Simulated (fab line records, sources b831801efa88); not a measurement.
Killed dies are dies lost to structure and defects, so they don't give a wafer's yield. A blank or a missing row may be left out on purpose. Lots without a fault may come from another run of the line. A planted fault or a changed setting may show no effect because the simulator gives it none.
fab line records | flow gf180mcu
record lots=14 wafers=42 last_day=34
route steps=602 shown VT_IMPLANT@118 NSD@243 M1@316 V1@338
lots that met no fault: from a run of the same line without faults
start_h: hours from the record's first day to the start of the lot's first wafer shown | wait_h: hours since the lot's step before | " the same as in the row above | L1.1+2: a row that stands for several wafers | - no value, or no start given | * or withheld: withheld | < > ~ a bound
route shown NAME@n: a module of which the file shows steps, and the number in the route of the first | usual: mean/standard deviation of fault-free wafers | same: alike in all rows | chamber/n: place in a boat | sites: the reading at each site | _std_site: their standard deviation | _edge_site: outer sites' mean less inner sites' | radius_mm: how far each site lies from the wafer's centre | mask NAME#n: copy n | behind: the tool/chamber that last shaped the wafer | hold: why the lot was held/for how many hours/how that ended | device: the transistor (n, p or np) that didn't switch | end of line: the same wafers' tests at the end of the route | a step without rows: its recipe alone | killed: dies lost to structure and defects at the first sort, not the wafer's yield | map: a wafer's dies, x killed, . not, _ none there
set.NAME: the setting as run; set.NAME@STEP: as run at that earlier step | model.NAME: the simulator's own value behind a step, which no gauge read
steps of the route over a sample of lots; a table a step, a row a wafer
services: from which hour (start_h, from the record's first day; less than 0 if before it) a tool's chamber was out of use, for how many hours, and why
## steps
# step GF_VT_IMPLANT_DEVELOP_28
# recipe develop_time_s=60 dev_temp_c=23
# usual chill_plate_temp_C=23.00/0.1 develop_time_s=60/0 exhaust_pa=45.3/0.92 resist_line_temp_C=23.02/0.12
# columns lot.wafer tool chamber start_h wait_h chill_plate_temp_C develop_time_s exhaust_pa resist_line_temp_C
L677.1 litho_track-01 0 148.28 0.1 23.28 60 47.1 23.10
L677.5 " 0 " " 23.22 60 44.0 23.03
L677.6 " 0 " " 23.04 60 45.7 23.06
L678.3 litho_track-01 0 153.08 0.1 22.97 60 46.7 22.97
L678.4 " 0 " " 22.97 60 47.3 22.99
L678.6 " 0 " " 22.93 60 47.4 22.96
L679.1 litho_track-04 0 160.65 0.1 22.98 60 46.3 22.96
L679.5 " 0 " " 23.15 60 44.6 23.02
L679.6 " 0 " " 23.15 60 46.1 22.97
L681.1 litho_track-04 0 174.90 0.1 22.91 60 45.6 22.90
L681.4 " 0 " " 22.99 60 43.9 23.16
L681.6 " 0 " " 22.92 60 43.9 23.11
L687.2 litho_track-04 - 214.23 0.1 - - - -
L687.4 " - " " - - - -
L687.6 " - " " - - - -
L688.3 litho_track-02 - 220.03 0.1 - - - -
L688.5 " - " " - - - -
L688.6 " - " " - - - -
L690.3 litho_track-04 0 233.15 0.1 22.89 60 45.4 22.96
L690.4 " 0 " " 22.84 60 43.9 23.06
L690.6 " 0 " " 22.92 60 45.1 22.96
L693.3 litho_track-01 0 253.48 0.1 22.96 60 45.5 22.93
L693.4 " 0 " " 23.09 60 44.4 23.04
L693.5 " 0 " " 23.02 60 45.7 23.00
L694.3 litho_track-04 0 258.55 0.1 23.01 60 43.4 23.05
L694.4 " 0 " " 22.93 60 45.2 23.07
L694.6 " 0 " " 22.89 60 44.0 23.11
L695.2 litho_track-04 0 263.77 0.1 22.94 60 45.0 23.29
L695.4 " 0 " " 22.89 60 44.9 23.12
L695.5 " 0 " " 23.08 60 45.5 22.98
L696.1 litho_track-02 0 271.58 0.1 23.13 60 45.2 23.04
L696.3 " 0 " " 23.03 60 45.5 22.97
L696.5 " 0 " " 23.04 60 45.2 23.00
L697.2 litho_track-01 0 274.60 0.1 22.98 60 44.4 22.97
L697.3 " 0 " " 23.13 60 43.0 22.85
L697.6 " 0 " " 23.01 60 45.6 23.00
L698.3 litho_track-04 0 285.35 0.1 23.05 60 46.0 22.90
L698.4 " 0 " " 22.89 60 46.0 22.92
L698.6 " 0 " " 22.98 60 45.5 23.25
L699.1 litho_track-01 0 288.98 0.1 23.12 60 46.5 23.13
L699.2 " 0 " " 23.12 60 46.5 22.98
L699.4 " 0 " " 23.25 60 46.5 23.00
# step GF_NSD_OVL_MEAS_08
# usual NSD_OVL=0.3/1.3
# columns lot.wafer tool chamber start_h wait_h NSD_OVL[nm]
L678.3 overlay-01 - 310.03 0.1 -0.3
L678.4 " - " " -2.7
L678.6 " - " " -1.8
L677.1 overlay-02 - 311.75 0.1 -0.1
L677.5 " - " " -0.3
L677.6 " - " " 2.2
L679.1 overlay-02 - 326.90 0.1 1.4
L679.5 " - " " 2.2
L679.6 " - " " -0.2
L681.1 overlay-02 - 345.47 0.1 0.7
L681.4 " - " " 0.9
L681.6 " - " " 0.0
L690.3 overlay-01 - 409.11 0.1 3.1
L690.4 " - " " 1.3
L690.6 " - " " 0.8
L693.3 overlay-02 - 441.88 0.1 1.8
L693.4 " - " " 1.4
L693.5 " - " " 1.0
L694.3 overlay-02 - 445.46 0.1 -0.8
L694.4 " - " " -0.8
L694.6 " - " " -1.8
L695.2 overlay-01 - 450.32 0.1 -0.5
L695.4 " - " " 2.5
L695.5 " - " " 0.9
L696.1 overlay-01 - 465.14 0.1 0.1
L696.3 " - " " 0.5
L696.5 " - " " -0.3
L697.2 overlay-02 - 466.67 0.1 0.4
L697.3 " - " " -0.6
L697.6 " - " " 1.0
L698.3 overlay-02 - 476.61 0.1 -0.9
L698.4 " - " " 0.0
L698.6 " - " " 0.2
L699.1 overlay-02 - 484.84 0.1 -0.1
L699.2 " - " " 1.0
L699.4 " - " " 0.0
# step GF_M1_SPUTTER_01
# recipe material=TiN target_thk_nm=30 power_w=6500 time_s=25 chamber_pressure_pa=0.4
# usual throttle_valve_pct=30.0/1.1
# columns lot.wafer tool chamber start_h wait_h throttle_valve_pct
L678.3 pvd_sputter-01 - 378.83 0.1 29.4
L678.4 " - " " 29.6
L678.6 " - " " 29.0
L677.1 pvd_sputter-02 - 381.05 0.1 28.8
L677.5 " - " " 30.8
L677.6 " - " " 30.4
L679.1 pvd_sputter-02 - 397.70 0.1 30.8
L679.5 " - " " 30.8
L679.6 " - " " 30.3
L681.1 pvd_sputter-01 - 419.02 0.1 31.3
L681.4 " - " " 29.8
L681.6 " - " " 29.2
L690.3 pvd_sputter-04 - 485.84 0.1 28.6
L690.4 " - " " 31.7
L690.6 " - " " 32.1
L693.3 pvd_sputter-02 - 516.42 0.1 30.6
L693.4 " - " " 29.0
L693.5 " - " " 28.7
L694.3 pvd_sputter-01 - 521.29 0.1 29.3
L694.4 " - " " 29.6
L694.6 " - " " 31.1
L695.2 pvd_sputter-02 - 525.25 0.1 30.9
L695.4 " - " " 28.5
L695.5 " - " " 28.9
L696.1 pvd_sputter-02 - 540.04 0.1 28.5
L696.3 " - " " 30.7
L696.5 " - " " 31.0
L697.2 pvd_sputter-01 - 540.38 0.1 29.8
L697.3 " - " " 31.0
L697.6 " - " " 29.5
L698.3 pvd_sputter-01 - 550.79 0.1 29.3
L698.4 " - " " 29.1
L698.6 " - " " 29.4
L699.1 pvd_sputter-04 - 558.24 0.1 28.4
L699.2 " - " " 31.9
L699.4 " - " " 31.0
# step GF_V1_THK_MEAS_03
# recipe reads=SiO2_of_V1_CVD_02
# usual V1_CVD_02_THK=851/10
# columns lot.wafer tool chamber start_h wait_h V1_CVD_02_THK[nm]
L678.3 film_metro-04 - 402.88 0.1 843
L678.4 " - " " 859
L678.6 " - " " 842
L677.1 film_metro-04 - 404.96 0.0 837
L677.5 " - " " 850
L677.6 " - " " 851
L679.1 film_metro-04 - 422.67 0.0 855
L679.5 " - " " 867
L679.6 " - " " 855
L681.1 film_metro-01 - 444.38 0.0 850
L681.4 " - " " 866
L681.6 " - " " 856
L690.3 film_metro-04 - 510.46 0.1 836
L690.4 " - " " 839
L690.6 " - " " 851
L693.3 film_metro-04 - 540.97 0.1 863
L693.4 " - " " 852
L693.5 " - " " 848
L694.3 film_metro-04 - 545.00 0.1 857
L694.4 " - " " 858
L694.6 " - " " 865
L695.2 film_metro-01 - 548.79 0.1 841
L695.4 " - " " 857
L695.5 " - " " 852
L696.1 film_metro-04 - 562.88 0.0 848
L696.3 " - " " 840
L696.5 " - " " 857
L697.2 film_metro-01 - 563.54 0.0 835
L697.3 " - " " 849
L697.6 " - " " 856
L698.3 film_metro-03 - 574.32 0.1 849
L698.4 " - " " 849
L698.6 " - " " 848
L699.1 film_metro-03 - 581.55 0.0 853
L699.2 " - " " 841
L699.4 " - " " 857
## services
# columns tool chamber start_h hours kind
pvd_sputter-02 - 151.40 2.0 repair
pvd_sputter-04 - 169.90 0.6 repair
pvd_sputter-04 - 204.09 2.6 repair
pvd_sputter-04 - 204.22 3.5 repair
pvd_sputter-01 - 244.26 0.9 repair
litho_track-02 - 277.46 - consumable_replace:filter
pvd_sputter-02 - 282.15 11.3 repair
pvd_sputter-01 - 326.53 5.9 repair
litho_track-02 - 340.12 - consumable_replace:filter
pvd_sputter-02 - 394.88 1.9 repair
pvd_sputter-02 - 444.28 6.8 repair
pvd_sputter-01 - 444.51 1.9 repair
pvd_sputter-02 - 473.15 14.5 repair
pvd_sputter-01 - 505.14 5.0 repair
## key
first_sign step=GF_VT_IMPLANT_DEVELOP_28 reading=tool_record direction=missing
effect none on later readings
met_at GF_VT_IMPLANT_DEVELOP_28
struck_lots L687,L688
later_rows_left_out L687.2,L687.4,L687.6,L688.3,L688.5,L688.6
sort_left_out L687.2,L687.4,L687.6,L688.3,L688.5,L688.6
tester_left_out L687,L688
not_acting_at GF_NSD_OVL_MEAS_08,GF_M1_SPUTTER_01,GF_V1_THK_MEAS_03
onset_between 174.90 214.23
fault kind=skipped_step_whole tool=litho_track-02,litho_track-04 chamber=- onset_h=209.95 steps=GF_VT_IMPLANT_DEVELOP_28 scope=struck_lots_only
# tester_left_out: of these lots the tester's yield and bins aren't shown, on N5 and GAA mostly nor the transistor test; their killed dies are dies lost to structure and defects alone, not to doping, threshold or leakage, so they don't give the yield
# sort_left_out: the simulated sort isn't trusted on such a fault, so these wafers' sort isn't shown, and their yield isn't known
# later_rows_left_out: the simulator's readings of these wafers behind a module that went badly wrong aren't trusted and aren't shown, but for the sort
